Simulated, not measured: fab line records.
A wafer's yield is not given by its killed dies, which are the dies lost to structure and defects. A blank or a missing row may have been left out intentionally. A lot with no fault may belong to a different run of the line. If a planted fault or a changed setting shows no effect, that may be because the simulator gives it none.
2 desks, one fault :: flow sky130 :: each desk holds nothing but its own numbers, with what lay behind them at the end

== FOR THE TOOL OWNER'S DESK: implanter-04 ==
The tool's own readings at SKY_SD_N_IMPLANT_09, given as means over the sampled wafers that have a number, one for each lot that went through this tool. A lot is out of limits, marked OUT, if its mean lies more than 4 standard deviations from the usual mean; the brackets give that distance.
Columns: A = beam-on-s at SKY_SD_N_IMPLANT_09, usual 18.5 s; B = dose-ions-cm2 at SKY_SD_N_IMPLANT_09, usual 4.001e+15; C = faraday-current-uA at SKY_SD_N_IMPLANT_09, usual 11862
lot: L886
first seen here: day 28 18:21
A: 19.2
B: 3.996e+15
C: 11439

lot: L890
first seen here: day 30 15:51
A: 19.3
B: 3.997e+15
C: 11298

lot: L892
first seen here: day 30 17:36
A: 19.0
B: 3.993e+15
C: 11602

lot: L898
first seen here: day 32 11:51
A: 10.1 (-9.1) OUT
B: 1.764e+15 (-99 or more) OUT
C: 9521 (-4.0) OUT

lot: L901
first seen here: day 33 03:07
A: 9.9 (-9.3) OUT
B: 1.759e+15 (-99 or more) OUT
C: 9724
Finding of this desk: L898, L901 out of limits; the first was L898 at day 32 11:51, on beam-on-s at SKY_SD_N_IMPLANT_09. L886, L890, L892 stayed within limits.

== METROLOGY DESK ==
Lot by lot, what the gauges showed, no matter which tool ran the lot: averages of those sampled wafers that carry a number. A lot is out of limits, marked OUT, if its mean lies more than 4 standard deviations from the usual mean; the brackets give that distance.
Columns: A = POLY_GATE_OVL at SKY_POLY_GATE_OVL_MEAS_14, usual 3 nm; B = LDD_HVP_OVL at SKY_LDD_HVP_OVL_MEAS_07, usual 0.6 nm; C = SD_N_TW at SKY_SD_N_TW_MEAS_12, usual 3994; D = SD_N_RS at SKY_SD_N_RS_MEAS_16, usual 68.52 ohm/sq
lot: L886
first seen here: day 16 12:46
A: 5
B: -0.1
C: 4044
D: 68.47

lot: L888
first seen here: day 18 09:03
A: 5
B: 0.7
C: 3984
D: 68.47

lot: L890
first seen here: day 19 04:36
A: -3
B: -0.3
C: 3968
D: 68.55

lot: L892
first seen here: day 19 08:45
A: -9
B: -0.0
C: 3997
D: 68.51

lot: L893
first seen here: day 19 16:37
A: 12
B: -0.4
C: 3985
D: 68.61

lot: L898
first seen here: day 21 09:03
A: 0
B: 1.1
C: 3871 (-4.4) OUT
D: 81.32 (+98) OUT

lot: L899
first seen here: day 21 17:52
A: 4
B: 0.6
C: 3997
D: 68.47

lot: L901
first seen here: day 22 02:04
A: 4
B: 2.6
C: 3835 (-5.7) OUT
D: 81.65 (+99 or more) OUT

lot: L903
first seen here: day 23 16:16
A: 1
B: 1.4
C: 4024
D: 68.41

lot: L904
first seen here: day 24 02:19
A: -1
B: 0.2
C: 4039
D: 68.49

lot: L906
first seen here: day 24 04:18
A: 7
B: 0.1
C: 3970
D: 68.47
Finding of this desk: L898, L901 out of limits, first seen on L898 at day 32 12:15 (SD_N_TW at SKY_SD_N_TW_MEAS_12). L886, L888, L890, L892, L893, L899, L903, L904, L906 stayed within limits.

== TAKEN TOGETHER ==
On L898, L901, at day 32 11:51, an alarm was possible from the tool owner's desk.
At day 32 12:15 the metrology desk could have sounded an alarm, on L898, L901.
Every lot named ran SKY_SD_N_IMPLANT_09 on implanter-04.

== WHAT THE SIMULATOR HAD INSERTED ==
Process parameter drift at SKY_SD_N_IMPLANT_09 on implanter-04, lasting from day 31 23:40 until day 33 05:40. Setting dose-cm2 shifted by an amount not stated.
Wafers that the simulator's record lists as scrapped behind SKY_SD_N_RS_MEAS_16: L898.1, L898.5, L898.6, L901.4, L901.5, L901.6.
Shown lots that were struck: L898, L901.
Delay (hours) between the fault's onset and each desk's first out-of-limits reading: 12 at the tool owner's desk, 13 at the metrology desk.
